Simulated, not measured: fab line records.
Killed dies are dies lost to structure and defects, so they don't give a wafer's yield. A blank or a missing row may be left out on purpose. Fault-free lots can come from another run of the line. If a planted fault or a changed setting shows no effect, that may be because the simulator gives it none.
Split-lot trial | flow gf180mcu | route with 602 steps; 5 lots, 27 wafers read

== SPLIT DETAILS ==
At GF_SALICIDE_SPUTTER_03 (material TiN, target thk 20 nm, time 16.7 s), the setting time_s was moved away from the recipe's 16.7 s on 12 of the 27 wafers read, by -50.7% to +56.6%. For the rest of the wafers, this setting stayed at what the recipe calls for.

== THE PATH FROM SPLIT TO READING: the file shows 1 step between them ==
- GF_SALICIDE_RS_MEAS_04: measures by four-point-probe

== THE READING ==
SALICIDE_TIN_THK, in nm, at GF_SALICIDE_THK_MEAS_05 (measures by xrf). Typical for fault-free wafers on this fab line: 19.90 nm, with standard deviation 0.25 nm.

wafer  | tool, chamber at the split | time_s as run, s | against the recipe | SALICIDE_TIN_THK, nm | against lot-mates on the recipe
L074.1 | pvd_sputter-03, -          | 16.7             | recipe             | 19.96                | -
L074.2 | pvd_sputter-03, -          | 16.7             | recipe             | 19.75                | -
L074.3 | pvd_sputter-03, -          | 8.241            | -50.7%             | 9.56                 | -10.22
L074.4 | pvd_sputter-03, -          | 16.7             | recipe             | 19.62                | -
L074.5 | pvd_sputter-03, -          | 8.241            | -50.7%             | 9.96                 | -9.82
L074.6 | pvd_sputter-03, -          | 8.241            | -50.7%             | 9.64                 | -10.14
L076.2 | pvd_sputter-04, -          | 16.7             | recipe             | 19.74                | -
L076.3 | pvd_sputter-04, -          | 16.7             | recipe             | 19.77                | -
L076.6 | pvd_sputter-04, -          | 16.7             | recipe             | 19.77                | -
L077.1 | pvd_sputter-04, -          | 16.7             | recipe             | 20.06                | -
L077.2 | pvd_sputter-04, -          | 16.7             | recipe             | 19.96                | -
L077.3 | pvd_sputter-04, -          | 26.16            | +56.6%             | 31.21                | +11.16
L077.4 | pvd_sputter-04, -          | 16.7             | recipe             | 20.14                | -
L077.5 | pvd_sputter-04, -          | 26.16            | +56.6%             | 31.34                | +11.29
L077.6 | pvd_sputter-04, -          | 26.16            | +56.6%             | 31.43                | +11.38
L078.1 | pvd_sputter-02, -          | 16.7             | recipe             | 20.08                | -
L078.2 | pvd_sputter-02, -          | 20               | +19.8%             | 23.50                | +3.77
L078.3 | pvd_sputter-02, -          | 16.7             | recipe             | 19.42                | -
L078.4 | pvd_sputter-02, -          | 16.7             | recipe             | 19.68                | -
L078.5 | pvd_sputter-02, -          | 20               | +19.8%             | 23.55                | +3.82
L078.6 | pvd_sputter-02, -          | 20               | +19.8%             | 23.71                | +3.98
L084.1 | pvd_sputter-02, -          | 16.7             | recipe             | 19.96                | -
L084.2 | pvd_sputter-02, -          | 16.7             | recipe             | 20.21                | -
L084.3 | pvd_sputter-02, -          | 16.7             | recipe             | 20.64                | -
L084.4 | pvd_sputter-02, -          | 20.64            | +23.6%             | 25.00                | +4.73
L084.5 | pvd_sputter-02, -          | 20.64            | +23.6%             | 24.95                | +4.68
L084.6 | pvd_sputter-02, -          | 20.64            | +23.6%             | 24.46                | +4.19

FIT RESULTS
A straight line over all 27 wafers: SALICIDE_TIN_THK changes by +0.201 nm for each +1% of time_s; r = +1.00; the points scatter about the line by 0.27 nm.
The same after taking each lot's own level away (the mean of its wafers on the recipe; 27 wafers): +0.198 nm for each +1%; r = +1.00; scatter 0.19 nm.
On that fit, the largest move of time_s shifts the reading by 11 nm.
The lots' own levels span 19.727 to 20.270 nm, that is 2.2 times the standard deviation above.
So the lot-to-lot level changes the slope little: the two slopes agree.
Check: with one of the wafers moved furthest among these (+56.6%) left out of the fit, the line predicts +11.2 nm for it against its lot-mates. Against them it came out at +11.2 nm.

== OTHER SPLITS ON THESE WAFERS ==
Before the reading, these wafers also passed through other splits. Each is held against what the fit with the lots' levels taken away leaves over:
other split on the same wafers | wafers away from the commonest value | r with SALICIDE_TIN_THK (lot level and that fit taken away)
GF_STI_OXIDATION_01 ox_time_s  | 21                                   | -0.01
GF_STI_WET_ETCH_17 time_s      | 18                                   | +0.12
GF_HV_LDD_CVD_56 time_s        | 18                                   | +0.03

== THE WHOLE CHAIN: every reading that the file lists as answering this split, in the file's order ==
step                    | what it does                                | reading                                                                            | change (the file's fit)               | r (the file's)
GF_SALICIDE_SPUTTER_03  | material TiN, target thk 20 nm, time 16.7 s | TiN_of_SALICIDE_SPUTTER_03.thk_nm (the simulator's own value, which no gauge read) | +0.199 nm for each +1% of the setting | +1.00
GF_SALICIDE_RS_MEAS_04  | measures by four-point-probe                | SALICIDE_TIN_RS                                                                    | -0.057 for each +1% of the setting    | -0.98
GF_SALICIDE_THK_MEAS_05 | measures by xrf                             | SALICIDE_TIN_THK                                                                   | +0.198 for each +1% of the setting    | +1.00

== FILE'S OWN FIT ==
SALICIDE_TIN_THK changes by +0.198 nm for each +1% of time_s, r = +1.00.
